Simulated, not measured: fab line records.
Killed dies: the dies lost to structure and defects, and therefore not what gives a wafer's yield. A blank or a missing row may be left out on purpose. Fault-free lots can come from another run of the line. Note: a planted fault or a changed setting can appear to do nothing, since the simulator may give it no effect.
Which tool did it? / flow sky130 / Sampling: 13 lots, 39 wafers, 3 of 708 route steps

## WHAT THE GAUGES SHOWED, per wafer
SKY_LDD_HVP_TW_MEAS_10.
lot=L933; measured=day 21 03:43; on=film_metro-01; LDD_HVP_TW=449 447 447
lot=L934; measured=day 21 14:50; on=film_metro-01; LDD_HVP_TW=447 448 447
lot=L935; measured=day 22 05:22; on=film_metro-03; LDD_HVP_TW=458 460 460
lot=L938; measured=day 22 21:14; on=film_metro-03; LDD_HVP_TW=461 461 459
lot=L940; measured=day 24 04:52; on=film_metro-04; LDD_HVP_TW=465 465 465
lot=L942; measured=day 24 12:55; on=film_metro-01; LDD_HVP_TW=454 451 451
lot=L943; measured=day 25 02:22; on=film_metro-04; LDD_HVP_TW=466 471 466
lot=L944; measured=day 25 11:55; on=film_metro-01; LDD_HVP_TW=447 448 450
lot=L945; measured=day 25 21:38; on=film_metro-01; LDD_HVP_TW=446 448 448
lot=L946; measured=day 26 01:24; on=film_metro-04; LDD_HVP_TW=466 466 468
lot=L948; measured=day 26 16:04; on=film_metro-03; LDD_HVP_TW=459 460 460
lot=L954; measured=day 29 04:04; on=film_metro-03; LDD_HVP_TW=459 459 462
lot=L956; measured=day 29 17:43; on=film_metro-04; LDD_HVP_TW=466 466 466

SKY_SD_N_RS_MEAS_16: measurement is done with a four-point probe.
lot=L933; measured=day 27 10:37; on=film_metro-02; SD_N_RS (ohm/sq)=68.58 68.83 68.64
lot=L934; measured=day 27 22:23; on=film_metro-02; SD_N_RS (ohm/sq)=68.71 68.56 68.59
lot=L935; measured=day 28 11:20; on=film_metro-02; SD_N_RS (ohm/sq)=68.63 68.65 68.70
lot=L938; measured=day 29 00:27; on=film_metro-01; SD_N_RS (ohm/sq)=68.56 68.59 68.60
lot=L940; measured=day 30 07:13; on=film_metro-03; SD_N_RS (ohm/sq)=68.50 68.56 68.61
lot=L942; measured=day 30 14:13; on=film_metro-02; SD_N_RS (ohm/sq)=68.85 68.91 68.70
lot=L943; measured=day 31 07:03; on=film_metro-02; SD_N_RS (ohm/sq)=68.54 68.64 68.43
lot=L944; measured=day 31 13:35; on=film_metro-02; SD_N_RS (ohm/sq)=68.43 68.64 68.44
lot=L945; measured=day 31 22:02; on=film_metro-01; SD_N_RS (ohm/sq)=68.43 68.39 68.47
lot=L946; measured=day 31 23:08; on=film_metro-01; SD_N_RS (ohm/sq)=63.14 63.28 63.25 63.32 63.25 63.19
lot=L948; measured=day 32 15:11; on=film_metro-02; SD_N_RS (ohm/sq)=63.25 63.42 63.29 63.26 63.40 63.27
lot=L954; measured=day 34 23:55; on=film_metro-03; SD_N_RS (ohm/sq)=68.45 68.56 68.63
lot=L956; measured=day 35 11:01; on=film_metro-03; SD_N_RS (ohm/sq)=68.40 68.38 68.37

## WHAT TOOL EACH LOT RAN ON (gives the tool, then ch and the chambers of the sampled wafers, and finally the start)
lot=L933; SKY_SD_N_RTA_14=rtp_anneal-02 ch 0, day 27 10:26
lot=L934; SKY_SD_N_RTA_14=rtp_anneal-02 ch 0, day 27 22:12
lot=L935; SKY_SD_N_RTA_14=rtp_anneal-01 ch 0, day 28 11:10
lot=L938; SKY_SD_N_RTA_14=rtp_anneal-01 ch 0, day 29 00:16
lot=L940; SKY_SD_N_RTA_14=rtp_anneal-02 ch 0, day 30 07:02
lot=L942; SKY_SD_N_RTA_14=rtp_anneal-02 ch 0, day 30 14:02
lot=L943; SKY_SD_N_RTA_14=rtp_anneal-01 ch 0, day 31 06:53
lot=L944; SKY_SD_N_RTA_14=rtp_anneal-02 ch 0, day 31 13:24
lot=L945; SKY_SD_N_RTA_14=rtp_anneal-01 ch 0, day 31 21:50
lot=L946; SKY_SD_N_RTA_14=rtp_anneal-02 ch 0, day 31 22:57
lot=L948; SKY_SD_N_RTA_14=rtp_anneal-02 ch 0, day 32 15:01
lot=L954; SKY_SD_N_RTA_14=rtp_anneal-01 ch 0, day 34 23:41
lot=L956; SKY_SD_N_RTA_14=rtp_anneal-02 ch 0, day 35 10:50
- SKY_SD_N_RTA_14: time 2 s.

## WHAT THE TOOLS THEMSELVES READ (means of the sampled wafers that have a number; where no wafer has one, the mark that the record gives instead)
SKY_SD_N_RTA_14.
lot=L933; tool=rtp_anneal-02; lamp_power_pct (%)=15.71; wafer_temp_C_max=1078.3
lot=L934; tool=rtp_anneal-02; lamp_power_pct (%)=15.75; wafer_temp_C_max=1077.5
lot=L935; tool=rtp_anneal-01; lamp_power_pct (%)=15.76; wafer_temp_C_max=1079.5
lot=L938; tool=rtp_anneal-01; lamp_power_pct (%)=15.67; wafer_temp_C_max=1076.3
lot=L940; tool=rtp_anneal-02; lamp_power_pct (%)=15.77; wafer_temp_C_max=1078.0
lot=L942; tool=rtp_anneal-02; lamp_power_pct (%)=15.76; wafer_temp_C_max=1079.1
lot=L943; tool=rtp_anneal-01; lamp_power_pct (%)=15.77; wafer_temp_C_max=1077.3
lot=L944; tool=rtp_anneal-02; lamp_power_pct (%)=15.74; wafer_temp_C_max=1077.8
lot=L945; tool=rtp_anneal-01; lamp_power_pct (%)=15.72; wafer_temp_C_max=1077.4
lot=L946; tool=rtp_anneal-02; lamp_power_pct (%)=16.51; wafer_temp_C_max=1109.1
lot=L948; tool=rtp_anneal-02; lamp_power_pct (%)=16.57; wafer_temp_C_max=1106.8
lot=L954; tool=rtp_anneal-01; lamp_power_pct (%)=15.68; wafer_temp_C_max=1078.7
lot=L956; tool=rtp_anneal-02; lamp_power_pct (%)=15.74; wafer_temp_C_max=1077.9

## THE ANSWER, worked out from the rows above alone
Rule: usual is defined by the lots themselves. Put in order of their means at a reading, lots are off if they are a third of the lots or fewer, leave a main group of 4 or more, and stand apart from it by a gap of 3 or more times the standard deviation of the main group's means; of several such gaps the widest counts. A main group is skipped when, at the precision printed for the reading in the tables above, its means are all equal. Also off: a lot with no number at a reading for which 4 or more lots have one. All remaining lots with rows at the step are treated as sound. The gauges are gone through in route order, then the tools' own readings, and for those a lot's mean is taken as printed above. The first step at which some lot is off is used, and at that step the reading that is off furthest; a lot without a number counts as furthest.
Off: L946, L948, seen at SKY_SD_N_RS_MEAS_16 (SD_N_RS). The main group: mean 68.57 ohm/sq, standard deviation 0.12.
If a tool, at a process step before that reading, ran all the lots that are off and no sound lot after the first of them, it fits. Not tried: the gauges at SKY_SD_N_RS_MEAS_16; whatever is off there is also off at SKY_SD_N_RTA_14, on other tools, and gauge error can't account for it. Not one of the candidates tried fits.

## WHAT HAD BEEN PUT IN BY THE SIMULATOR
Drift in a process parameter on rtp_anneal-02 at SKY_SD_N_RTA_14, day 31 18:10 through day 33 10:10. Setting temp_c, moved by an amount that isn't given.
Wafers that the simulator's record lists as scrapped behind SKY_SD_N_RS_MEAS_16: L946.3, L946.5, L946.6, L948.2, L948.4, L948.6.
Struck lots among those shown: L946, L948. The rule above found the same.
